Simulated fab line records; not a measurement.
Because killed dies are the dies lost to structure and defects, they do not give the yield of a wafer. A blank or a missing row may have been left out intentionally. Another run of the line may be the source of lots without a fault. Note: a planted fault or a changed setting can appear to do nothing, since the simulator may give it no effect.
fab line records | flow gf180mcu | part 1 of 2: steps 1 to 30 of 39
[record] lots = 5 | wafers = 15 | last_day = 34
route steps=602 shown M2@378 V2@382 M3@409
lots untouched by any fault: they come from a run of this same line in which no faults occurred
start_h: hours from the record's first day to the start of the lot's first wafer shown | wait_h: hours elapsed since this lot's preceding step | " the same as in the row above | L1.1+2: a single row standing in for several wafers | - value missing, or start not given | * or withheld: withheld | < > ~ a bound
route shown NAME@n: names a module that has steps shown in the file, with the first one's number in the route | usual: the fault-free wafers' mean and standard deviation | same: alike in all rows | chamber/n: place in a boat | sites: the reading at each site | _std_site: standard deviation of those values | _edge_site: inner sites' mean taken away from outer sites' mean | radius_mm: how far each site lies from the wafer's centre | mask NAME#n: copy n | behind: the tool/chamber that last shaped the wafer | hold: why the lot was held/for how many hours/how that ended | device: transistor that didn't switch, given as n, p or np | end of line: tests of these same wafers at the route's end | a step without rows: its recipe alone | killed: the dies lost at the first sort to structure and to defects; this is not the yield of the wafer | map: shows each die of a wafer: x if killed, . if not, _ if none is there
set.NAME: setting as actually run; set.NAME@STEP: the setting as run at that earlier step | model.NAME: the simulator's own value behind a step, which no gauge read
a table for each step, a row for each wafer; lots at some steps of the route
services: from which hour (start_h, from the record's first day; less than 0 if before it) a tool's chamber was out of use, for how many hours, and why
[[steps]]
[step GF_M2_METAL_ETCH_16]
[recipe] chemistry = Cl2/BCl3 | mask_material = KrF | target_depth_nm = 750.8 | stop_on = SiO2 | pressure_mtorr = 8 | icp_w = 800 | bias_w = 140 | Cl2_flow_sccm = 80 | bcl3_flow_sccm = 40 | time_s = 125.1
[usual] drypump_motor_current_A = 5.7/0.49 | oes_product_au = 0.990/0.005 | throttle_valve_pct = 28.228/0.0095
lot.wafer | tool         | chamber | start_h | wait_h | drypump_motor_current_A | oes_product_au | rf_hours_counter_h | throttle_valve_pct
L081.1    | rie_metal-01 | 0       | 515.79  | 0.0    | 6.1                     | 0.996          | 5.5                | 28.224
L081.5    | "            | 1       | "       | "      | 5.2                     | 0.992          | -                  | 28.217
L081.6    | "            | 0       | "       | "      | 6.2                     | 0.989          | -                  | 28.218
L082.1    | rie_metal-04 | 0       | 524.14  | 0.0    | 5.7                     | 0.976          | 8.5                | 28.238
L082.4    | "            | 0       | "       | "      | 5.7                     | 0.994          | -                  | 28.205
L082.6    | "            | 1       | "       | "      | 5.5                     | 0.989          | -                  | 28.230
L091.2    | rie_metal-03 | 0       | 594.64  | 0.0    | 6.5                     | 0.990          | 7.0                | 28.229
L091.4    | "            | 1       | "       | "      | 5.2                     | 0.992          | -                  | 28.236
L091.6    | "            | 0       | "       | "      | 6.4                     | 0.991          | -                  | 28.227
L092.2    | rie_metal-03 | 0       | 601.88  | 0.0    | 6.4                     | 0.988          | 7.2                | 28.226
L092.3    | "            | 0       | "       | "      | 6.5                     | 0.986          | -                  | 28.241
L092.5    | "            | 1       | "       | "      | 5.1                     | 0.991          | -                  | 28.207
L095.1    | rie_metal-01 | 1       | 625.78  | 0.0    | 5.3                     | 0.993          | 8.3                | 28.229
L095.2    | "            | 0       | "       | "      | 6.1                     | 0.984          | 8.3                | 28.235
L095.4    | "            | 0       | "       | "      | 6.1                     | 0.991          | -                  | 28.225
[step GF_M2_STRIP_17]
[recipe] chemistry = O2/N2 | power_w = 1400 | pressure_mtorr = 1500 | platen_temp_c = 250 | o2_flow_sccm = 3000 | n2_flow_sccm = 300 | overash_fraction = 0.5
[usual] drypump_motor_current_A = 5.7/0.48 | heater_power_w = 337/58 | n2_flow_sccm = 299.9/1 | oes_product_au = 0.537/0.0048 | strip_time_to_endpoint_s = 7.38/0.042
lot.wafer | tool            | chamber | start_h | wait_h | drypump_motor_current_A | heater_power_w | n2_flow_sccm | oes_product_au | rf_hours_counter_h | strip_time_to_endpoint_s
L081.1    | plasma_asher-02 | 0       | 515.92  | 0.1    | 6.0                     | 348            | 299.3        | 0.530          | 92                 | 7.40
L081.5    | "               | 0       | "       | "      | 6.0                     | 350            | 298.0        | 0.539          | -                  | 7.37
L081.6    | "               | 1       | "       | "      | 6.6                     | 384            | 300.4        | 0.533          | -                  | 7.39
L082.1    | plasma_asher-04 | 1       | 524.27  | 0.1    | 6.1                     | 272            | 299.0        | 0.533          | 77                 | 7.40
L082.4    | "               | 0       | "       | "      | 5.6                     | 351            | 300.2        | 0.541          | -                  | 7.33
L082.6    | "               | 1       | "       | "      | 6.1                     | 279            | 299.8        | 0.541          | -                  | 7.38
L091.2    | plasma_asher-04 | 1       | 594.77  | 0.1    | 6.1                     | 279            | 299.9        | 0.543          | 85                 | 7.50
L091.4    | "               | 0       | "       | "      | 5.6                     | 341            | 300.9        | 0.535          | -                  | 7.42
L091.6    | "               | 0       | "       | "      | 5.5                     | 338            | 301.2        | 0.539          | -                  | 7.45
L092.2    | plasma_asher-04 | 0       | 602.01  | 0.1    | 5.6                     | 340            | 301.3        | 0.532          | 86                 | 7.37
L092.3    | "               | 1       | "       | "      | 6.1                     | 272            | 299.8        | 0.537          | -                  | 7.39
L092.5    | "               | 0       | "       | "      | 5.5                     | 336            | 300.4        | 0.542          | -                  | 7.37
L095.1    | plasma_asher-01 | 0       | 625.91  | 0.1    | 4.9                     | 297            | 299.7        | 0.541          | 49                 | 7.42
L095.2    | "               | 1       | "       | "      | 5.8                     | 425            | 300.0        | 0.535          | 49                 | 7.42
L095.4    | "               | 1       | "       | "      | 5.8                     | 431            | 299.4        | 0.542          | -                  | 7.43
[step GF_M2_STRIP_18]
[recipe] chemistry = post_etch_residue_remover | time_s = 1200 | temp_c = 72.5
lot.wafer  | tool         | chamber | start_h | wait_h
L081.1+5+6 | wet_bench-02 | 1       | 516.02  | 0.1
L082.1+4+6 | wet_bench-04 | 0       | 524.37  | 0.1
L091.2+4+6 | wet_bench-03 | 0       | 594.87  | 0.1
L092.2+3+5 | wet_bench-02 | 1       | 602.11  | 0.1
L095.1+2+4 | wet_bench-03 | 1       | 626.01  | 0.1
[step GF_M2_CLEAN_19]
[recipe] chemistry = DIW | dry = n2_spin
lot.wafer  | tool         | chamber | start_h | wait_h
L081.1+5+6 | wet_bench-02 | 3       | 516.36  | 0.0
L082.1+4+6 | wet_bench-03 | 2       | 525.06  | 0.0
L091.2+4+6 | wet_bench-02 | 3       | 595.21  | 0.0
L092.2+3+5 | wet_bench-04 | 0       | 602.45  | 0.0
L095.1+2+4 | wet_bench-03 | 1       | 626.39  | 0.0
[step GF_V2_CVD_00]
[recipe] material = SiO2 | target_thk_nm = 600 | sigma_open_frac = 0.3 | temp_c = 400 | time_s = 100 | sih4_flow_sccm = 60 | pressure_mtorr = 6
lot.wafer  | tool      | chamber | start_h | wait_h
L081.1+5+6 | hdpcvd-02 | 1,1,2   | 516.45  | 0.0
L082.1+4+6 | hdpcvd-02 | 0,2,0   | 525.16  | 0.0
L091.2+4+6 | hdpcvd-02 | 2,1,0   | 595.31  | 0.0
L092.2+3+5 | hdpcvd-01 | 2,1,1   | 602.55  | 0.0
L095.1+2+4 | hdpcvd-02 | 0,2,0   | 626.49  | 0.0
[step GF_V2_THK_MEAS_01]
[recipe] reads = SiO2_of_V2_CVD_00
[usual] V2_CVD_00_THK = 598/6.8
lot.wafer | tool          | chamber | start_h | wait_h | V2_CVD_00_THK[nm]
L081.1    | film_metro-01 | -       | 516.53  | 0.0    | 596
L081.5    | "             | -       | "       | "      | 591
L081.6    | "             | -       | "       | "      | 589
L082.1    | film_metro-02 | -       | 525.23  | 0.0    | 590
L082.4    | "             | -       | "       | "      | 605
L082.6    | "             | -       | "       | "      | 606
L091.2    | film_metro-01 | -       | 595.39  | 0.0    | 597
L091.4    | "             | -       | "       | "      | 594
L091.6    | "             | -       | "       | "      | 593
L092.2    | film_metro-03 | -       | 602.64  | 0.0    | 603
L092.3    | "             | -       | "       | "      | 598
L092.5    | "             | -       | "       | "      | 601
L095.1    | film_metro-03 | -       | 626.56  | 0.0    | 605
L095.2    | "             | -       | "       | "      | 607
L095.4    | "             | -       | "       | "      | 598
[step GF_V2_CVD_02]
[recipe] material = SiO2 | target_thk_nm = 850 | precursor = TEOS | temp_c = 400 | time_s = 94.851 | rf_w = 600
[usual] heater_power_w = 682/80
lot.wafer | tool     | chamber | start_h | wait_h | heater_power_w
L081.1    | pecvd-01 | 1       | 516.59  | 0.1    | 703
L081.5    | "        | 1       | "       | "      | 719
L081.6    | "        | 0       | "       | "      | 751
L082.1    | pecvd-01 | 0       | 525.29  | 0.1    | 764
L082.4    | "        | 0       | "       | "      | 614
L082.6    | "        | 1       | "       | "      | 592
L091.2    | pecvd-02 | 1       | 595.44  | 0.0    | 739
L091.4    | "        | 2       | "       | "      | 637
L091.6    | "        | 0       | "       | "      | 737
L092.2    | pecvd-03 | 1       | 602.69  | 0.0    | 736
L092.3    | "        | 2       | "       | "      | 761
L092.5    | "        | 2       | "       | "      | 604
L095.1    | pecvd-02 | 1       | 626.62  | 0.1    | 679
L095.2    | "        | 2       | "       | "      | 771
L095.4    | "        | 2       | "       | "      | 795
[step GF_V2_THK_MEAS_03]
[recipe] reads = SiO2_of_V2_CVD_02
[usual] V2_CVD_02_THK = 848/11
lot.wafer | tool          | chamber | start_h | wait_h | V2_CVD_02_THK[nm]
L081.1    | film_metro-02 | -       | 516.66  | 0.0    | 832
L081.5    | "             | -       | "       | "      | 847
L081.6    | "             | -       | "       | "      | 850
L082.1    | film_metro-03 | -       | 525.37  | 0.0    | 836
L082.4    | "             | -       | "       | "      | 832
L082.6    | "             | -       | "       | "      | 848
L091.2    | film_metro-03 | -       | 595.52  | 0.0    | 842
L091.4    | "             | -       | "       | "      | 852
L091.6    | "             | -       | "       | "      | 846
L092.2    | film_metro-02 | -       | 602.77  | 0.0    | 847
L092.3    | "             | -       | "       | "      | 841
L092.5    | "             | -       | "       | "      | 859
L095.1    | film_metro-01 | -       | 626.69  | 0.0    | 835
L095.2    | "             | -       | "       | "      | 832
L095.4    | "             | -       | "       | "      | 854
[step GF_V2_CMP_04]
[recipe] material = SiO2 | down_force_psi = 4 | platen_rpm = 60 | pad_velocity_m_s = 0.94248
[usual] head_pressure_psi = 4.000/0.0081 | motor_current_A = 12.1/1.3 | time_to_endpoint_s = 80/4.7
lot.wafer | tool   | chamber | start_h | wait_h | head_pressure_psi | motor_current_A | time_to_endpoint_s
L081.1    | cmp-01 | 1       | 516.82  | 0.1    | 4.001             | 11.3            | 76
L081.6    | "      | 3       | "       | "      | 4.003             | 11.8            | 84
L081.5    | "      | 0       | "       | "      | 3.988             | 13.9            | 81
L082.4    | cmp-01 | 3       | 525.53  | 0.1    | 3.992             | 12.3            | 78
L082.1    | "      | 0       | "       | "      | 4.012             | 12.7            | 77
L082.6    | "      | 1       | "       | "      | 4.010             | 10.9            | 82
L091.2    | cmp-01 | 1       | 595.57  | 0.0    | 3.987             | 11.5            | 76
L091.4    | "      | 0       | "       | "      | 4.005             | 13.2            | 77
L091.6    | "      | 1       | "       | "      | 3.987             | 10.7            | 80
L092.2    | cmp-01 | 1       | 602.87  | 0.1    | 4.002             | 11.4            | 82
L092.3    | "      | 2       | "       | "      | 3.998             | 11.0            | 80
L092.5    | "      | 0       | "       | "      | 4.006             | 13.1            | 85
L095.2    | cmp-01 | 1       | 626.75  | 0.0    | 3.980             | 10.9            | 70
L095.1    | "      | 2       | "       | "      | 4.009             | 11.2            | 76
L095.4    | "      | 0       | "       | "      | 4.000             | 13.7            | 78
[step GF_V2_BOW_MEAS_05]
[recipe] mode = bow
[usual] V2_BOW = 100/8.8
lot.wafer | tool          | chamber | start_h | wait_h | V2_BOW[um]
L081.1    | film_metro-02 | -       | 517.02  | 0.1    | 96
L081.5    | "             | -       | "       | "      | 110
L081.6    | "             | -       | "       | "      | 101
L082.1    | film_metro-02 | -       | 525.73  | 0.1    | 111
L082.4    | "             | -       | "       | "      | 102
L082.6    | "             | -       | "       | "      | 115
L091.2    | film_metro-01 | -       | 595.89  | 0.3    | 99
L091.4    | "             | -       | "       | "      | 94
L091.6    | "             | -       | "       | "      | 109
L092.2    | film_metro-01 | -       | 603.14  | 0.2    | 86
L092.3    | "             | -       | "       | "      | 105
L092.5    | "             | -       | "       | "      | 97
L095.1    | film_metro-03 | -       | 627.05  | 0.2    | 94
L095.2    | "             | -       | "       | "      | 96
L095.4    | "             | -       | "       | "      | 89
[step GF_V2_DEHYDRATE_06]
[recipe] temp_c = 200 | time_s = 60
lot.wafer  | tool           | chamber | start_h | wait_h
L081.1+5+6 | litho_track-01 | 0       | 528.34  | 11.3
L082.1+4+6 | litho_track-03 | 0       | 536.83  | 11.1
L091.2+4+6 | litho_track-03 | 0       | 606.15  | 10.2
L092.2+3+5 | litho_track-01 | 0       | 612.36  | 9.2
L095.1+2+4 | litho_track-01 | 0       | 635.99  | 8.9
[step GF_V2_HMDS_07]
[recipe] prime_time_s = 60 | prime_temp_c = 120
lot.wafer  | tool           | chamber | start_h | wait_h
L081.1+5+6 | litho_track-01 | 0       | 528.49  | 0.1
L082.1+4+6 | litho_track-03 | 0       | 536.98  | 0.1
L091.2+4+6 | litho_track-03 | 0       | 606.30  | 0.1
L092.2+3+5 | litho_track-01 | 0       | 612.51  | 0.1
L095.1+2+4 | litho_track-01 | 0       | 636.14  | 0.1
[step GF_V2_COAT_08]
[recipe] resist = BARC | temp_c = withheld | time_s = withheld | spin_rpm = withheld | resist_thk_nm = withheld
lot.wafer  | tool           | chamber | start_h | wait_h
L081.1+5+6 | litho_track-01 | 0       | 528.64  | 0.1
L082.1+4+6 | litho_track-03 | 0       | 537.13  | 0.1
L091.2+4+6 | litho_track-03 | 0       | 606.45  | 0.1
L092.2+3+5 | litho_track-01 | 0       | 612.66  | 0.1
L095.1+2+4 | litho_track-01 | 0       | 636.29  | 0.1
[step GF_V2_COAT_09]
[recipe] resist = KrF | spin_rpm = withheld | resist_thk_nm = 1000
lot.wafer  | tool           | chamber | start_h | wait_h
L081.1+5+6 | litho_track-01 | 0       | -       | -
L082.1+4+6 | litho_track-03 | 0       | -       | -
L091.2+4+6 | litho_track-03 | 0       | -       | -
L092.2+3+5 | litho_track-01 | 0       | -       | -
L095.1+2+4 | litho_track-01 | 0       | -       | -
[step GF_V2_SOFTBAKE_10]
[recipe] temp_c = 130 | time_s = 60 | resist = KrF
lot.wafer  | tool           | chamber | start_h | wait_h
L081.1+5+6 | litho_track-01 | 0       | -       | -
L082.1+4+6 | litho_track-03 | 0       | -       | -
L091.2+4+6 | litho_track-03 | 0       | -       | -
L092.2+3+5 | litho_track-01 | 0       | -       | -
L095.1+2+4 | litho_track-01 | 0       | -       | -
[step GF_V2_EXPOSE_11]
[recipe] mask_id = Via2 | target_cd_nm = 260 | na = 0.68 | source_shape = conventional | sigma_outer = 0.6 | dose_mj = 38
lot.wafer  | tool           | chamber | start_h | wait_h | mask
L081.1+5+6 | krf_scanner-01 | 0       | -       | -      | Via2#0
L082.1+4+6 | krf_scanner-01 | 0       | -       | -      | Via2#0
L091.2+4+6 | krf_scanner-01 | 0       | -       | -      | Via2#0
L092.2+3+5 | krf_scanner-01 | 0       | -       | -      | Via2#0
L095.1+2+4 | krf_scanner-01 | 0       | -       | -      | Via2#0
[step GF_V2_PEB_12]
[recipe] peb_temp_c = 135 | peb_time_s = 90 | resist = KrF
lot.wafer  | tool           | chamber | start_h | wait_h
L081.1+5+6 | litho_track-01 | 0       | -       | -
L082.1+4+6 | litho_track-03 | 0       | -       | -
L091.2+4+6 | litho_track-04 | 0       | -       | -
L092.2+3+5 | litho_track-01 | 0       | -       | -
L095.1+2+4 | litho_track-01 | 0       | -       | -
[step GF_V2_DEVELOP_13]
[recipe] develop_time_s = 60 | resist = KrF | dev_temp_c = 21
lot.wafer  | tool           | chamber | start_h | wait_h
L081.1+5+6 | litho_track-01 | 0       | 540.19  | 0.2
L082.1+4+6 | litho_track-03 | 0       | 548.48  | 0.2
L091.2+4+6 | litho_track-04 | 0       | 617.16  | 0.2
L092.2+3+5 | litho_track-01 | 0       | 623.86  | 0.2
L095.1+2+4 | litho_track-01 | 0       | 646.99  | 0.2
[step GF_V2_CD_MEAS_14]
[recipe] target_cd_nm = 260
[usual] cd_nm = 259.7/1.1
lot.wafer | tool      | chamber | start_h | wait_h | cd_nm
L081.1    | cd_sem-01 | -       | 540.41  | 0.2    | 259.7
L081.5    | "         | -       | "       | "      | 261.6
L081.6    | "         | -       | "       | "      | 261.0
L082.1    | cd_sem-01 | -       | 548.63  | 0.1    | 258.6
L082.4    | "         | -       | "       | "      | 257.6
L082.6    | "         | -       | "       | "      | 258.0
L091.2    | cd_sem-01 | -       | 617.38  | 0.2    | 258.3
L091.4    | "         | -       | "       | "      | 259.3
L091.6    | "         | -       | "       | "      | 259.8
L092.2    | cd_sem-02 | -       | 624.01  | 0.1    | 260.6
L092.3    | "         | -       | "       | "      | 260.2
L092.5    | "         | -       | "       | "      | 259.0
L095.1    | cd_sem-02 | -       | 647.14  | 0.1    | 260.1
L095.2    | "         | -       | "       | "      | 262.3
L095.4    | "         | -       | "       | "      | 261.2
[step GF_V2_OVL_MEAS_15]
[usual] V2_OVL = -5/5.1
lot.wafer | tool       | chamber | start_h | wait_h | V2_OVL[nm]
L081.1    | overlay-01 | -       | 540.53  | 0.1    | -4
L081.5    | "          | -       | "       | "      | -4
L081.6    | "          | -       | "       | "      | -4
L082.1    | overlay-02 | -       | 548.75  | 0.1    | -8
L082.4    | "          | -       | "       | "      | -12
L082.6    | "          | -       | "       | "      | -8
L091.2    | overlay-01 | -       | 617.48  | 0.1    | -7
L091.4    | "          | -       | "       | "      | 0
L091.6    | "          | -       | "       | "      | -1
L092.2    | overlay-02 | -       | 624.11  | 0.1    | -6
L092.3    | "          | -       | "       | "      | -5
L092.5    | "          | -       | "       | "      | -7
L095.1    | overlay-02 | -       | 647.26  | 0.1    | 2
L095.2    | "          | -       | "       | "      | 3
L095.4    | "          | -       | "       | "      | 2
[step GF_V2_ETCH_16]
[recipe] chemistry = N2/H2 | target_depth_a = withheld | overetch_a = withheld | time_s = withheld | target = BARC | ion_energy_ev = 200 | source_w = 500 | bias_w = 100 | pressure_mtorr = 30 | n2_flow_sccm = 100 | h2_flow_sccm = 200
[usual] drypump_motor_current_A = 5.6/0.39 | n2_flow_sccm = 100.0/0.31 | oes_product_au = 0.854/0.0047 | throttle_valve_pct = 13.225/0.01
lot.wafer | tool        | chamber | start_h | wait_h | drypump_motor_current_A | n2_flow_sccm | oes_product_au | throttle_valve_pct
L081.1    | rie_diel-03 | 1       | 540.56  | 0.0    | 5.0                     | 99.3         | 0.854          | 13.231
L081.5    | "           | 1       | "       | "      | 5.0                     | 99.3         | 0.865          | 13.227
L081.6    | "           | 0       | "       | "      | 5.3                     | 100.2        | 0.863          | 13.230
L082.1    | rie_diel-03 | 3       | 548.78  | 0.0    | 5.1                     | 100.5        | 0.854          | 13.228
L082.4    | "           | 2       | "       | "      | 5.6                     | 100.1        | 0.855          | 13.245
L082.6    | "           | 2       | "       | "      | 5.5                     | 100.4        | 0.858          | 13.222
L091.2    | rie_diel-01 | 1       | 617.51  | 0.0    | 6.0                     | 100.1        | 0.852          | 13.216
L091.4    | "           | 3       | "       | "      | 5.8                     | 100.2        | 0.860          | 13.230
L091.6    | "           | 0       | "       | "      | 5.9                     | 100.0        | 0.852          | 13.233
L092.2    | rie_diel-03 | 0       | 624.14  | 0.0    | 5.3                     | 100.6        | 0.850          | 13.226
L092.3    | "           | 3       | "       | "      | 5.1                     | 100.3        | 0.855          | 13.206
L092.5    | "           | 3       | "       | "      | 5.1                     | 99.8         | 0.844          | 13.209
L095.1    | rie_diel-03 | 1       | 647.29  | 0.0    | 5.0                     | 100.1        | 0.849          | 13.231
L095.2    | "           | 2       | "       | "      | 5.6                     | 100.1        | 0.854          | 13.225
L095.4    | "           | 0       | "       | "      | 5.3                     | 99.6         | 0.860          | 13.223
[step GF_V2_ETCH_17]
[recipe] chemistry = C4F8/O2/Ar | mask_material = KrF | target = SiO2 | stop_on = TiN | source_w = 1500 | bias_w = 1200 | pressure_mtorr = 40 | c4f8_flow_sccm = withheld | O2_flow_sccm = 6 | Ar_flow_sccm = 300 | time_s = withheld | target_depth_a = 6300
[usual] oes_product_au = 0.856/0.0052
lot.wafer | tool        | chamber | start_h | wait_h | oes_product_au
L081.1    | rie_diel-03 | 1       | -       | -      | 0.851
L081.5    | "           | 1       | "       | "      | 0.852
L081.6    | "           | 0       | "       | "      | 0.851
L082.1    | rie_diel-03 | 3       | -       | -      | 0.858
L082.4    | "           | 2       | "       | "      | 0.854
L082.6    | "           | 2       | "       | "      | 0.853
L091.2    | rie_diel-01 | 1       | -       | -      | 0.857
L091.4    | "           | 3       | "       | "      | 0.860
L091.6    | "           | 0       | "       | "      | 0.851
L092.2    | rie_diel-03 | 0       | -       | -      | 0.854
L092.3    | "           | 3       | "       | "      | 0.861
L092.5    | "           | 3       | "       | "      | 0.851
L095.1    | rie_diel-03 | 1       | -       | -      | 0.857
L095.2    | "           | 2       | "       | "      | 0.858
L095.4    | "           | 0       | "       | "      | 0.860
[step GF_V2_STRIP_18]
[recipe] chemistry = O2/N2 | power_w = 1400 | pressure_mtorr = 1500 | platen_temp_c = 250 | o2_flow_sccm = 3000 | n2_flow_sccm = 300 | overash_fraction = 0.5
[usual] drypump_motor_current_A = 5.8/0.56 | heater_power_w = 355/52 | n2_flow_sccm = 300.1/0.95 | oes_product_au = 0.592/0.0047
lot.wafer | tool            | chamber | start_h | wait_h | drypump_motor_current_A | heater_power_w | n2_flow_sccm | oes_product_au | rf_hours_counter_h
L081.1    | plasma_asher-02 | 1       | 540.69  | -      | 6.6                     | 389            | 300.3        | 0.597          | 95
L081.5    | "               | 0       | "       | "      | 6.0                     | 346            | 299.9        | 0.593          | -
L081.6    | "               | 1       | "       | "      | 6.6                     | 385            | 298.5        | 0.599          | -
L082.1    | plasma_asher-01 | 0       | 548.91  | -      | 4.9                     | 296            | 300.9        | 0.593          | 42
L082.4    | "               | 0       | "       | "      | 4.9                     | 286            | 300.3        | 0.596          | -
L082.6    | "               | 0       | "       | "      | 4.9                     | 291            | 300.9        | 0.604          | -
L091.2    | plasma_asher-02 | 1       | 617.64  | -      | 6.7                     | 392            | 298.8        | 0.599          | 102
L091.4    | "               | 1       | "       | "      | 6.7                     | 382            | 300.1        | 0.588          | -
L091.6    | "               | 1       | "       | "      | 6.6                     | 397            | 299.7        | 0.588          | -
L092.2    | plasma_asher-03 | 1       | 624.27  | -      | 5.9                     | 296            | 301.0        | 0.592          | 22
L092.3    | "               | 0       | "       | "      | 5.7                     | 335            | 300.0        | 0.591          | -
L092.5    | "               | 0       | "       | "      | 5.7                     | 329            | 301.0        | 0.591          | -
L095.1    | plasma_asher-01 | 1       | 647.42  | -      | 5.8                     | 431            | 299.4        | 0.594          | 51
L095.2    | "               | 0       | "       | "      | 4.9                     | 290            | 300.4        | 0.593          | 51
L095.4    | "               | 1       | "       | "      | 5.8                     | 430            | 297.9        | 0.595          | -
[step GF_V2_STRIP_19]
[recipe] chemistry = post_etch_residue_remover | time_s = 1200 | temp_c = 72.5
lot.wafer  | tool         | chamber | start_h | wait_h
L081.1+5+6 | wet_bench-03 | 2       | 540.79  | 0.1
L082.1+4+6 | wet_bench-03 | 0       | 549.01  | 0.1
L091.2+4+6 | wet_bench-02 | 0       | 617.74  | 0.1
L092.2+3+5 | wet_bench-02 | 3       | 624.37  | 0.1
L095.1+2+4 | wet_bench-03 | 0       | 647.52  | 0.1
[step GF_V2_CLEAN_20]
[recipe] chemistry = DIW | dry = n2_spin
lot.wafer  | tool         | chamber | start_h | wait_h
L081.1+5+6 | wet_bench-02 | 0       | 541.13  | 0.0
L082.1+4+6 | wet_bench-02 | 2       | 549.35  | 0.0
L091.2+4+6 | wet_bench-03 | 1       | 618.08  | 0.0
L092.2+3+5 | wet_bench-01 | 1       | 624.71  | 0.0
L095.1+2+4 | wet_bench-02 | 3       | 647.86  | 0.0
[step GF_V2_SPUTTER_21]
[recipe] material = Ti | target_thk_nm = 15 | chamber_pressure_pa = 5 | power_w = 2500 | substrate_temp_c = 200 | time_s = 80.02
[usual] throttle_valve_pct = 30.3/0.95
lot.wafer | tool           | chamber | start_h | wait_h | throttle_valve_pct
L081.1    | pvd_sputter-04 | -       | 541.22  | 0.0    | 29.8
L081.5    | "              | -       | "       | "      | 32.0
L081.6    | "              | -       | "       | "      | 30.8
L082.1    | pvd_sputter-02 | -       | 549.45  | 0.0    | 28.3
L082.4    | "              | -       | "       | "      | 30.4
L082.6    | "              | -       | "       | "      | 28.4
L091.2    | pvd_sputter-02 | -       | 618.18  | 0.0    | 29.8
L091.4    | "              | -       | "       | "      | 30.1
L091.6    | "              | -       | "       | "      | 30.0
L092.2    | pvd_sputter-04 | -       | 624.81  | 0.0    | 32.1
L092.3    | "              | -       | "       | "      | 28.9
L092.5    | "              | -       | "       | "      | 30.0
L095.1    | pvd_sputter-04 | -       | 647.96  | 0.0    | 32.2
L095.2    | "              | -       | "       | "      | 30.9
L095.4    | "              | -       | "       | "      | 29.8
[step GF_V2_SPUTTER_22]
[recipe] material = TiN | target_thk_nm = 10 | chamber_pressure_pa = 5 | power_w = 4000 | time_s = 40
[usual] throttle_valve_pct = 30.3/0.94
lot.wafer | tool           | chamber | start_h | wait_h | throttle_valve_pct
L081.1    | pvd_sputter-04 | -       | 541.29  | 0.0    | 29.9
L081.5    | "              | -       | "       | "      | 32.2
L081.6    | "              | -       | "       | "      | 30.7
L082.1    | pvd_sputter-02 | -       | 549.52  | 0.0    | 28.4
L082.4    | "              | -       | "       | "      | 30.0
L082.6    | "              | -       | "       | "      | 28.6
L091.2    | pvd_sputter-02 | -       | 618.24  | 0.0    | 29.7
L091.4    | "              | -       | "       | "      | 30.2
L091.6    | "              | -       | "       | "      | 29.6
L092.2    | pvd_sputter-04 | -       | 624.87  | 0.0    | 32.2
L092.3    | "              | -       | "       | "      | 28.9
L092.5    | "              | -       | "       | "      | 29.9
L095.1    | pvd_sputter-04 | -       | 648.02  | 0.0    | 32.0
L095.2    | "              | -       | "       | "      | 30.6
L095.4    | "              | -       | "       | "      | 29.6
[step GF_V2_CVD_23]
[recipe] material = W | target_thk_nm = 350 | time_s = 104.94 | temp_c = 400 | pressure_torr = 40
[usual] heater_power_w = 875/52
lot.wafer | tool     | chamber | start_h | wait_h | heater_power_w
L081.1    | cvd_w-02 | 0       | 541.32  | 0.0    | 929
L081.5    | "        | 0       | "       | "      | 932
L081.6    | "        | 1       | "       | "      | 892
L082.1    | cvd_w-02 | 0       | 549.55  | 0.0    | 935
L082.4    | "        | 1       | "       | "      | 889
L082.6    | "        | 1       | "       | "      | 905
L091.2    | cvd_w-01 | 1       | 618.28  | 0.0    | 793
L091.4    | "        | 0       | "       | "      | 865
L091.6    | "        | 0       | "       | "      | 872
L092.2    | cvd_w-02 | 1       | 624.91  | 0.0    | 907
L092.3    | "        | 0       | "       | "      | 953
L092.5    | "        | 0       | "       | "      | 947
L095.1    | cvd_w-01 | 1       | 648.06  | 0.0    | 796
L095.2    | "        | 1       | "       | "      | 812
L095.4    | "        | 1       | "       | "      | 810
[step GF_V2_RS_MEAS_24]
[recipe] thk_meas_gauge = four-point-probe | reads = W_of_V2_CVD_23+TiN_of_V2_SPUTTER_22+Ti_of_V2_SPUTTER_21
[usual] V2_W_RS = 0.328/0.0031
lot.wafer | tool          | chamber | start_h | wait_h | V2_W_RS[ohm/sq]
L081.1    | film_metro-01 | -       | 541.44  | 0.1    | 0.327
L081.5    | "             | -       | "       | "      | 0.330
L081.6    | "             | -       | "       | "      | 0.327
L082.1    | film_metro-02 | -       | 549.67  | 0.1    | 0.325
L082.4    | "             | -       | "       | "      | 0.323
L082.6    | "             | -       | "       | "      | 0.327
L091.2    | film_metro-01 | -       | 618.41  | 0.1    | 0.325
L091.4    | "             | -       | "       | "      | 0.319
L091.6    | "             | -       | "       | "      | 0.326
L092.2    | film_metro-01 | -       | 625.05  | 0.1    | 0.321
L092.3    | "             | -       | "       | "      | 0.329
L092.5    | "             | -       | "       | "      | 0.327
L095.1    | film_metro-02 | -       | 648.29  | 0.2    | 0.330
L095.2    | "             | -       | "       | "      | 0.329
L095.4    | "             | -       | "       | "      | 0.330
[step GF_V2_THK_MEAS_25]
[recipe] thk_meas_gauge = xrf | reads = W_of_V2_CVD_23
[usual] V2_W_THK = 356/6.1
lot.wafer | tool          | chamber | start_h | wait_h | V2_W_THK[nm]
L081.1    | film_metro-01 | -       | 541.56  | 0.1    | 362
L081.5    | "             | -       | "       | "      | 356
L081.6    | "             | -       | "       | "      | 361
L082.1    | film_metro-02 | -       | 549.79  | 0.1    | 351
L082.4    | "             | -       | "       | "      | 357
L082.6    | "             | -       | "       | "      | 351
L091.2    | film_metro-01 | -       | 618.52  | 0.1    | 364
L091.4    | "             | -       | "       | "      | 372
L091.6    | "             | -       | "       | "      | 364
L092.2    | film_metro-01 | -       | 625.16  | 0.1    | 367
L092.3    | "             | -       | "       | "      | 360
L092.5    | "             | -       | "       | "      | 358
L095.1    | film_metro-02 | -       | 648.41  | 0.1    | 350
L095.2    | "             | -       | "       | "      | 351
L095.4    | "             | -       | "       | "      | 349
